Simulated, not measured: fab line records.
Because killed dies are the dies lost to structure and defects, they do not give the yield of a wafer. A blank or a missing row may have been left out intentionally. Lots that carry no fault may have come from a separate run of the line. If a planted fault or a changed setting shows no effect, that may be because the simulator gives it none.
The tool behind it: which one?	flow gf180mcu	42 wafers from 14 lots sampled at 4 of the route's 602 steps

WHAT THE GAUGES READ, wafer by wafer
GF_HV_LDD_RS_MEAS_53: a four-point-probe measurement.
lot	measured	on	HV_LDD_RS (ohm/sq)
L993	day 12 05:39	film_metro-04	413.9 413.1 413.4
L994	day 12 19:25	film_metro-02	414.1 414.9 414.9
L995	day 13 01:05	film_metro-03	414.3 414.1 414.3
L998	day 14 08:48	film_metro-02	414.1 413.5 414.0
L999	day 14 13:48	film_metro-04	414.7 414.8 414.3
L100	day 14 20:53	film_metro-02	415.7 414.8 415.3
L104	day 16 00:49	film_metro-02	415.0 414.9 414.5
L106	day 16 17:50	film_metro-03	414.8 415.0 414.3
L107	day 17 00:29	film_metro-04	413.6 413.6 414.1
L108	day 17 08:27	film_metro-04	414.0 413.9 414.2
L110	day 18 00:05	film_metro-04	413.2 413.9 414.1
L111	day 18 05:31	film_metro-03	413.4 414.2 413.2
L113	day 19 02:53	film_metro-04	414.0 413.7 415.1
L116	day 20 03:38	film_metro-04	413.3 414.2 415.5

GF_HV_LDD_THK_MEAS_57.
lot	measured	on	HV_LDD_CVD_56_THK (nm)
L993	day 12 08:16	film_metro-04	90.9 90.2 90.2
L994	day 12 22:03	film_metro-04	88.9 89.0 88.9
L995	day 13 03:43	film_metro-04	90.4 89.4 90.2
L998	day 14 13:55	film_metro-03	89.2 89.7 89.7
L999	day 14 16:26	film_metro-03	89.0 89.0 89.4
L100	day 14 23:30	film_metro-03	90.1 90.0 90.2
L104	day 16 03:26	film_metro-02	90.4 89.5 90.9
L106	day 16 20:28	film_metro-02	90.7 89.8 90.6
L107	day 17 03:37	film_metro-03	90.2 89.5 89.6
L108	day 17 11:52	film_metro-02	90.8 90.1 90.5
L110	day 18 02:43	film_metro-03	90.9 90.0 90.6
L111	day 18 08:08	film_metro-03	89.2 88.9 89.0
L113	day 19 06:01	film_metro-02	90.5 90.7 90.9
L116	day 20 06:16	film_metro-02	89.5 89.1 88.6

GF_NSD_TW_MEAS_12.
lot	measured	on	NSD_TW
L993	day 13 04:28	film_metro-04	4332 4341 4340
L994	day 13 18:10	film_metro-04	4325 4303 4305
L995	day 14 00:25	film_metro-02	4189 4195 4184
L998	day 15 11:49	film_metro-04	4313 4322 4296
L999	day 15 14:17	film_metro-01	4310 4298 4301
L100	day 15 22:46	film_metro-02	4196 4203 4184
L104	day 17 03:13	film_metro-01	4275 4281 4265
L106	day 17 19:31	film_metro-01	4298 4301 4276
L107	day 18 01:28	film_metro-02	4168 4171 4160
L108	day 18 10:34	film_metro-04	4324 4312 4345
L110	day 19 02:13	film_metro-02	4157 4179 4170
L111	day 19 08:10	film_metro-02	4203 4181 4197
L113	day 20 06:30	film_metro-01	4301 4292 4319
L116	day 21 07:39	film_metro-01	4293 4281 4275

EACH LOT AND THE TOOL THAT RAN IT (in order: tool; ch and the chambers of the sampled wafers; start)
lot	GF_NSD_SOFTBAKE_03
L993	litho_track-03 ch 0, day 12 17:40
L994	litho_track-01 ch 0, day 13 08:06
L995	litho_track-03 ch 0, day 13 13:44
L998	litho_track-03 ch 0, day 15 00:23
L999	litho_track-04 ch 0, day 15 03:03
L100	litho_track-03 ch 0, day 15 10:50
L104	litho_track-01 ch 0, day 16 14:23
L106	litho_track-01 ch 0, day 17 07:48
L107	litho_track-04 ch 0, day 17 14:44
L108	litho_track-03 ch 0, day 17 22:32
L110	litho_track-03 ch 0, day 18 14:56
L111	litho_track-01 ch 0, day 18 19:53
L113	litho_track-03 ch 0, day 19 18:37
L116	litho_track-04 ch 0, day 20 18:34
- GF_NSD_SOFTBAKE_03: time 60 s.

WHAT THE TOOLS THEMSELVES READ (means of the sampled wafers that have a number; where no wafer has one, the mark that the record gives instead)
GF_NSD_SOFTBAKE_03.
lot	tool	chill_plate_temp_C (C)	heater_power_total_W (W)	run_length_s (s)
L993	litho_track-03	23.04	56.60	88.77
L994	litho_track-01	23.07	56.61	88.71
L995	litho_track-03	23.14	56.62	88.91
L998	litho_track-03	23.03	57.56	86.05
L999	litho_track-04	22.90	56.60	89.22
L100	litho_track-03	22.95	58.50	83.16
L104	litho_track-01	22.95	56.61	88.67
L106	litho_track-01	22.94	56.58	88.83
L107	litho_track-04	22.94	56.62	89.41
L108	litho_track-03	23.06	56.56	88.82
L110	litho_track-03	22.87	56.63	88.79
L111	litho_track-01	22.96	56.61	88.63
L113	litho_track-03	23.03	56.58	88.73
L116	litho_track-04	23.01	56.57	89.23

THE ANSWER, worked out from the rows above alone
Rule: usual is defined by the lots themselves. Put in order of their means at a reading, lots are off if they are a third of the lots or fewer, leave a main group of 4 or more, and stand apart from it by a gap of 3 or more times the standard deviation of the main group's means; of several such gaps the widest counts. The tables above print the reading to a certain number of digits; a main group whose means all agree to those digits is not used. Also off: a lot with no number at a reading for which 4 or more lots have one. Any other lot the step has rows for is counted as sound. Order of review: gauges by route order, followed by the tools' own readings, for which a lot's mean as printed above is used. The first step at which some lot is off is used, and at that step the reading that is off furthest; a lot without a number counts as furthest.
Off: L998, L100 (GF_NSD_SOFTBAKE_03, heater_power_total_W). For the main group the mean is 56.60 W and the standard deviation 0.021.
A tool fits if, at that step or a process step before it, it ran every lot that is off, and no sound lot after the first of them. Of those tried, none fits.

WHAT HAD BEEN PUT IN BY THE SIMULATOR
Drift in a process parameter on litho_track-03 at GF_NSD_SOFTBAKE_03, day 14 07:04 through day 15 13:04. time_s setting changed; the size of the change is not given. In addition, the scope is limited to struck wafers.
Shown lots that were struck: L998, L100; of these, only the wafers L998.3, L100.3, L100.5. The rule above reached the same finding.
